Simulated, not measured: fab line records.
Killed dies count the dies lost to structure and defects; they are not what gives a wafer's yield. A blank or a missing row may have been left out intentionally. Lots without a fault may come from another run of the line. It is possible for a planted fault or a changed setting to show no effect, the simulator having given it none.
Which tool was responsible? + flow gf180mcu + Sampling: 13 lots, 39 wafers, 5 of 602 route steps

## WHAT THE GAUGES READ, wafer by wafer
GF_V3_CD_MEAS_14: target cd 260 nm.
| lot  | measured     | on        | cd-nm (nm)        |
|------|--------------|-----------|-------------------|
| L345 | day 21 14:07 | cd-sem-01 | 259.3 260.5 259.5 |
| L346 | day 21 18:35 | cd-sem-02 | 259.8 260.1 258.1 |
| L347 | day 22 16:18 | cd-sem-02 | 261.4 262.8 262.9 |
| L349 | day 22 23:41 | cd-sem-01 | 261.0 261.1 262.4 |
| L352 | day 25 23:38 | cd-sem-02 | 259.6 259.8 260.4 |
| L353 | day 26 01:31 | cd-sem-01 | 260.9 260.3 259.7 |
| L355 | day 26 03:09 | cd-sem-02 | 258.1 258.9 259.5 |
| L354 | day 26 04:14 | cd-sem-01 | 258.9 259.0 259.9 |
| L358 | day 26 20:35 | cd-sem-01 | 259.4 260.2 259.5 |
| L360 | day 27 16:45 | cd-sem-01 | 259.6 258.7 259.3 |
| L361 | day 27 22:22 | cd-sem-02 | 261.1 260.3 259.6 |
| L366 | day 29 13:27 | cd-sem-01 | 262.2 261.4 261.8 |
| L368 | day 30 00:03 | cd-sem-02 | 259.7 260.7 261.3 |

GF_V3_OVL_MEAS_15.
| lot  | measured     | on         | V3_OVL (nm) |
|------|--------------|------------|-------------|
| L345 | day 21 14:14 | overlay-01 | 8 -7 2      |
| L346 | day 21 18:42 | overlay-02 | 2 -8 4      |
| L347 | day 22 16:25 | overlay-02 | 1 -1 6      |
| L349 | day 22 23:48 | overlay-01 | 2 12 1      |
| L352 | day 25 23:45 | overlay-02 | 4 -2 -3     |
| L353 | day 26 01:37 | overlay-02 | 3 1 3       |
| L355 | day 26 03:16 | overlay-02 | -1 6 0      |
| L354 | day 26 04:21 | overlay-02 | 0 3 -4      |
| L358 | day 26 20:42 | overlay-01 | 1 -13 0     |
| L360 | day 27 16:52 | overlay-01 | 5 0 6       |
| L361 | day 27 22:29 | overlay-01 | 3 4 1       |
| L366 | day 29 13:34 | overlay-01 | 0 -14 0     |
| L368 | day 30 00:10 | overlay-01 | 7 4 4       |

GF_M4_CD_MEAS_14: target cd 280 nm.
| lot  | measured     | on        | cd-nm (nm)        |
|------|--------------|-----------|-------------------|
| L345 | day 22 15:43 | cd-sem-01 | 279.6 279.0 278.2 |
| L346 | day 22 19:52 | cd-sem-01 | 279.1 279.0 278.8 |
| L347 | day 23 16:27 | cd-sem-02 | 280.1 279.8 279.5 |
| L349 | day 23 23:29 | cd-sem-02 | 279.9 279.8 279.6 |
| L352 | day 26 21:12 | cd-sem-01 | 280.2 278.8 280.1 |
| L353 | day 26 22:11 | cd-sem-01 | 279.4 279.1 278.6 |
| L355 | day 27 00:51 | cd-sem-02 | 280.4 279.8 281.4 |
| L354 | day 27 01:55 | cd-sem-02 | 278.9 279.5 280.6 |
| L358 | day 27 18:28 | cd-sem-01 | 278.5 278.9 279.5 |
| L360 | day 28 13:38 | cd-sem-02 | 281.5 280.5 281.6 |
| L361 | day 28 17:50 | cd-sem-01 | 279.0 278.1 278.1 |
| L366 | day 30 09:14 | cd-sem-01 | 287.1 286.0 285.7 |
| L368 | day 30 19:20 | cd-sem-02 | 285.6 285.8 286.0 |

## WHICH TOOL RAN EACH LOT (tool, then ch and the chambers of the sampled wafers, then the start)
| lot  | GF_M4_SPUTTER_01             | GF_M4_SOFTBAKE_10                 |
|------|------------------------------|-----------------------------------|
| L345 | pvd-sputter-03, day 21 15:46 | litho-track-02 ch 0, day 22 03:33 |
| L346 | pvd-sputter-03, day 21 20:11 | litho-track-03 ch 0, day 22 08:20 |
| L347 | pvd-sputter-01, day 22 17:53 | litho-track-03 ch 0, day 23 05:13 |
| L349 | pvd-sputter-02, day 23 01:17 | litho-track-03 ch 0, day 23 12:25 |
| L352 | pvd-sputter-02, day 26 01:14 | litho-track-01 ch 0, day 26 11:25 |
| L353 | pvd-sputter-02, day 26 03:05 | litho-track-02 ch 0, day 26 12:33 |
| L355 | pvd-sputter-03, day 26 04:56 | litho-track-03 ch 0, day 26 14:43 |
| L354 | pvd-sputter-02, day 26 05:56 | litho-track-01 ch 0, day 26 15:49 |
| L358 | pvd-sputter-01, day 26 22:13 | litho-track-01 ch 0, day 27 08:22 |
| L360 | pvd-sputter-02, day 27 18:20 | litho-track-01 ch 0, day 28 03:56 |
| L361 | pvd-sputter-03, day 27 23:59 | litho-track-03 ch 0, day 28 08:56 |
| L366 | pvd-sputter-02, day 29 15:07 | litho-track-01 ch 0, day 29 23:44 |
| L368 | pvd-sputter-02, day 30 01:41 | litho-track-01 ch 0, day 30 10:41 |
- GF_M4_SPUTTER_01: material TiN, target thk 30 nm, time 25 s.
- GF_M4_SOFTBAKE_10: time 60 s.

## WHAT THE TOOLS THEMSELVES READ (means of the sampled wafers that have a number; where no wafer has one, the mark that the record gives instead)
GF_M4_SPUTTER_01.
| lot  | tool           | throttle-valve-pct (%) |
|------|----------------|------------------------|
| L345 | pvd-sputter-03 | 30.7                   |
| L346 | pvd-sputter-03 | 30.3                   |
| L347 | pvd-sputter-01 | 29.4                   |
| L349 | pvd-sputter-02 | 29.8                   |
| L352 | pvd-sputter-02 | 30.1                   |
| L353 | pvd-sputter-02 | 29.6                   |
| L355 | pvd-sputter-03 | 30.3                   |
| L354 | pvd-sputter-02 | 29.9                   |
| L358 | pvd-sputter-01 | 29.5                   |
| L360 | pvd-sputter-02 | 29.6                   |
| L361 | pvd-sputter-03 | 30.8                   |
| L366 | pvd-sputter-02 | 29.9                   |
| L368 | pvd-sputter-02 | 29.5                   |

GF_M4_SOFTBAKE_10.
| lot  | tool           | heater-power-total-W (W) | plate-temp-C (C) |
|------|----------------|--------------------------|------------------|
| L345 | litho-track-02 | 93.13                    | 130.08           |
| L346 | litho-track-03 | 93.04                    | 129.95           |
| L347 | litho-track-03 | 93.09                    | 130.12           |
| L349 | litho-track-03 | 93.05                    | 130.02           |
| L352 | litho-track-01 | 93.01                    | 129.94           |
| L353 | litho-track-02 | 93.08                    | 130.11           |
| L355 | litho-track-03 | 93.05                    | 130.07           |
| L354 | litho-track-01 | 93.05                    | 129.92           |
| L358 | litho-track-01 | 93.03                    | 130.05           |
| L360 | litho-track-01 | 93.04                    | 130.05           |
| L361 | litho-track-03 | 93.10                    | 129.95           |
| L366 | litho-track-01 | 90.34                    | 127.16           |
| L368 | litho-track-01 | 90.23                    | 126.97           |

## THE ANSWER, worked out from the rows above alone
Rule: what is usual is taken from the lots themselves. The widest of any qualifying gaps counts: lots, ordered by their means at a reading, are off when they make up no more than a third of the lots, leave a main group of 4 or more, and stand apart from it by 3 or more times the standard deviation of that group's means. The tables above print the reading to a certain number of digits; a main group whose means all agree to those digits is not used. Also off: a lot with no number at a reading for which 4 or more lots have one. Any other lot the step has rows for is counted as sound. The gauges are gone through in route order, then the tools' own readings, and for those a lot's mean is taken as printed above. At the first step where some lot is off, the reading lying furthest off is the one used; lots without a number count as furthest.
Off: L366, L368, at GF_M4_CD_MEAS_14 (cd-nm). The main group: mean 279.5 nm, standard deviation 0.77.
A tool fits if, at a process step before that reading, it ran every lot that is off, and no sound lot after the first of them. Not tried: the gauges at GF_M4_CD_MEAS_14; whatever is off there is also off at GF_M4_SOFTBAKE_10, on other tools, and gauge error can't account for it. 2 tools fit, pvd-sputter-02 at GF_M4_SPUTTER_01 and litho-track-01 at GF_M4_SOFTBAKE_10, so this cannot tell which one it is.

## WHAT HAD BEEN PUT IN BY THE SIMULATOR
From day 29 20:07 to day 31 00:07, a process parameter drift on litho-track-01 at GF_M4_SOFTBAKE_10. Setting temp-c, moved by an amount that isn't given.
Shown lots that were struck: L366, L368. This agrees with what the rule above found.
